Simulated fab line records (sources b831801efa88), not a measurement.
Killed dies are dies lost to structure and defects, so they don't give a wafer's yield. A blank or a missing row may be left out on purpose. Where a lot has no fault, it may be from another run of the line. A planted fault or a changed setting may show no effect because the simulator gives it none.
Which tool was responsible? ; flow sky130 ; 6 lots with 18 wafers sampled at 2 steps, on a route of 708 steps

== WHAT THE GAUGES SHOWED, per wafer ==
SKY_GATE_OXIDE_TW_MEAS_14.
lot;measured;on;GATE_OXIDE_TW
L105;day 16 11:34;filmMetro-03;215.2 214.3 214.5
L108;day 17 07:50;filmMetro-01;217.3 217.5 218.4
L115;day 19 21:44;filmMetro-02;224.4 224.8 225.4
L117;day 20 15:35;filmMetro-02;224.0 223.7 224.3
L119;day 21 03:02;filmMetro-03;222.4 222.2 220.4
L121;day 21 21:16;filmMetro-02;223.7 225.1 225.4

== EACH LOT AND THE TOOL THAT RAN IT (in order: tool; ch and the chambers of the sampled wafers; start) ==
lot;SKY_GATE_OXIDE_IMPLANT_11
L105;implanter-02 ch 0, day 16 11:13
L108;implanter-02 ch 0, day 17 07:29
L115;implanter-03 ch 0, day 19 21:25
L117;implanter-04 ch 0, day 20 15:14
L119;implanter-03 ch 0, day 21 02:43
L121;implanter-02 ch 0, day 21 20:55
- SKY_GATE_OXIDE_IMPLANT_11

== THE ANSWER, worked out from the rows above alone ==
Rule: usual is defined by the lots themselves. The widest of any qualifying gaps counts: lots, ordered by their means at a reading, are off when they make up no more than a third of the lots, leave a main group of 4 or more, and stand apart from it by 3 or more times the standard deviation of that group's means. Not used: any main group whose means are identical at the precision the tables above print for the reading. Also off: a lot with no number at a reading for which 4 or more lots have one. Any other lot the step has rows for is counted as sound.
Off: at SKY_GATE_OXIDE_TW_MEAS_14 (GATE_OXIDE_TW), L105, L108. The main group: mean 223.8, standard deviation 1.3.
A tool fits if, at a process step before that reading, it ran every lot that is off, and no sound lot after the first of them. The gauges at SKY_GATE_OXIDE_TW_MEAS_14 are tried like those tools. No candidate that was tried fits.

== WHAT THE SIMULATOR HAD PUT IN ==
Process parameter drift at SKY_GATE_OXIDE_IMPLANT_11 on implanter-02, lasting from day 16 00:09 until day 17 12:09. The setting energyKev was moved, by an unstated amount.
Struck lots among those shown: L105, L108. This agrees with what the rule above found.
